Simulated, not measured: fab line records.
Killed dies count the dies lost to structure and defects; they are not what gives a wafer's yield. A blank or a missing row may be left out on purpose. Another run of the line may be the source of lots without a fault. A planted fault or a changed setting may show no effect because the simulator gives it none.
A struck lot beside a sound one ; flow sky130 ; 17 out of 708 route steps
Sound: wafers L984.3, L984.4, L984.6. Wafers struck: L992.1, L992.2, L992.4. The cause is given at the end.
For every step that has rows: the tool of each side, followed by ch and its chambers, followed by its first start. Under that, the readings that differ: sound wafers ; struck wafers ; difference of the means ; sigmas: that difference in standard deviations of wafers without a fault.
alike: readings whose means differ by less than 2 such deviations, and words and numbers that are the same on both sides. not compared: withheld readings, readings that some wafer has no value for, bounds like >300 that may hide the same value, and numbers for which the record gives no deviation and whose values overlap.
The two part at a step that has a row with sigmas, a row that says differs or no value, or rows on one side only. When numbers do not overlap yet have no deviation, they are printed without sigmas and do not part them. Lack of a reading on every wafer of one side parts them only where that side has two or more wafers.

SKY_GATE_OXIDE_TW_MEAS_14:
  sound on film_metro-01, day 16 21:22; struck on film_metro-04, day 19 23:44
  alike: GATE_OXIDE_TW
then, 3 steps without rows for these wafers: SKY_GATE_OXIDE_CLEAN_15 (cleans in SC1/SC2, time 150 s); SKY_GATE_OXIDE_OXIDATION_16 (stabilise 600 s, purge 300 s, target thk 3.57 nm); SKY_POLY_GATE_CVD_00 (deposits poly-Si, target thk 180 nm, time 720 s).
SKY_POLY_GATE_THK_MEAS_01:
  sound on film_metro-04, day 17 04:24; struck on film_metro-01, day 20 02:34
  alike: POLY_GATE_CVD_00_THK
then, 7 steps without rows for these wafers: SKY_RES_PROTECT_DEHYDRATE_00 (time 60 s); SKY_RES_PROTECT_HMDS_01 (prime time 60 s); SKY_RES_PROTECT_COAT_02 (resist thk 1140 nm); SKY_RES_PROTECT_SOFTBAKE_03 (time 60 s); SKY_RES_PROTECT_EXPOSE_04 (exposes mask RPM, target cd 1270 nm); SKY_RES_PROTECT_PEB_05; SKY_RES_PROTECT_DEVELOP_06 (develop time 60 s).
SKY_POLY_GATE_IMPLANT_02:
  sound on implanter-04 ch 0, day 18 09:58; struck on implanter-04 ch 0, day 21 08:31
reading;sound;struck;difference;sigmas
beam_on_s (s);33.0 32.4 32.0;13.7 14.1 13.8;-18.6;-8
dose_ions_cm2;7.724e+15 7.713e+15 7.724e+15;3.299e+15 3.294e+15 3.3e+15;-4.423e+15;-99 or more
end_station_pressure_torr (Torr);1.23e-05 1.22e-05 1.3e-05;1.45e-05 1.56e-05 1.57e-05;+2.77e-06;+3
  alike: faraday_current_uA, tilt_deg
SKY_RES_PROTECT_STRIP_07: strips in O2/N2.
  sound on plasma_asher-03 ch 0,1, day 18 10:06; struck on plasma_asher-03 ch 0,1, day 21 08:40
reading;sound;struck;difference;sigmas
oes_product_au (a.u.);0.521 0.514 0.525;0.572 0.562 0.572;+0.049;+10
strip_time_to_endpoint_s (s);23.33 23.35 23.31;19.94 19.92 19.92;-3.40;-68
  alike: drypump_motor_current_A
  not compared: rf_hours_counter_h
SKY_RES_PROTECT_TW_MEAS_08:
  sound on film_metro-03, day 18 10:11; struck on film_metro-04, day 21 08:46
reading;sound;struck;difference;sigmas
POLY_GATE_TW;4077 4061 4063;3736 3719 3732;-338;-8
then, 1 step without rows for these wafers: SKY_RES_PROTECT_CLEAN_09 (cleans in SC1/SC2, time 150 s).
-- the record jumps here: 28 days lie between the struck wafers' starts before and after (it left off in module RES_PROTECT and takes up again in module PAD_OPEN, whose first step shown is number 708 of the route) --
SKY_PAD_OPEN_PROBE_99:
  sound on prober-02, day 48 04:03; struck on prober-01, day 49 17:49
reading;sound;struck;difference;sigmas
model.etest.res_poly.line_ohm_um;513.6 517.3 528.9;1270 1308 1231;+750;
model.etest.licon_poly.rc_ohm;151 156.3 158.6;699.7 713 679.7;+542.2;
model.etest.res_poly.rs_ohm_sq;48.08 47.46 47.91;115.1 121.5 118.5;+70.5;
model.etest.nfet_01v8.r_on_ohm_um;864.3 845 865;874.1 884.5 877.2;+20.5;
model.etest.nfet_01v8_turned.drive_ua_um;479.3 490.2 480.3;471.6 461.6 465.7;-17.0;
model.etest.nfet_01v8_swapped.drive_ua_um;474.1 492.5 476.5;467.4 460 465.7;-16.7;
model.etest.nfet_01v8_lvt.drive_ua_um;544 565.2 553;538.4 532.8 535.5;-18.5;
model.etest.nfet_01v8.drive_ua_um;475.6 487.7 479.5;464.4 458.3 462;-19.4;
  alike: killed_at_M0_to_M3, killed_at_M4_up, killed_at_contacts, killed_at_front_end, killed_at_other, killed_dies, killed_open, killed_short

## WHERE THEY PART
At SKY_POLY_GATE_IMPLANT_02 first; at SKY_RES_PROTECT_TW_MEAS_08 last (within this record only). Later steps at which nothing parts them and some readings are alike: SKY_PAD_OPEN_PROBE_99.

WHY: whatever the simulator had introduced
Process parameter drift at SKY_POLY_GATE_IMPLANT_02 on implanter-04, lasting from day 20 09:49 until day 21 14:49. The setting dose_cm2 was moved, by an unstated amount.
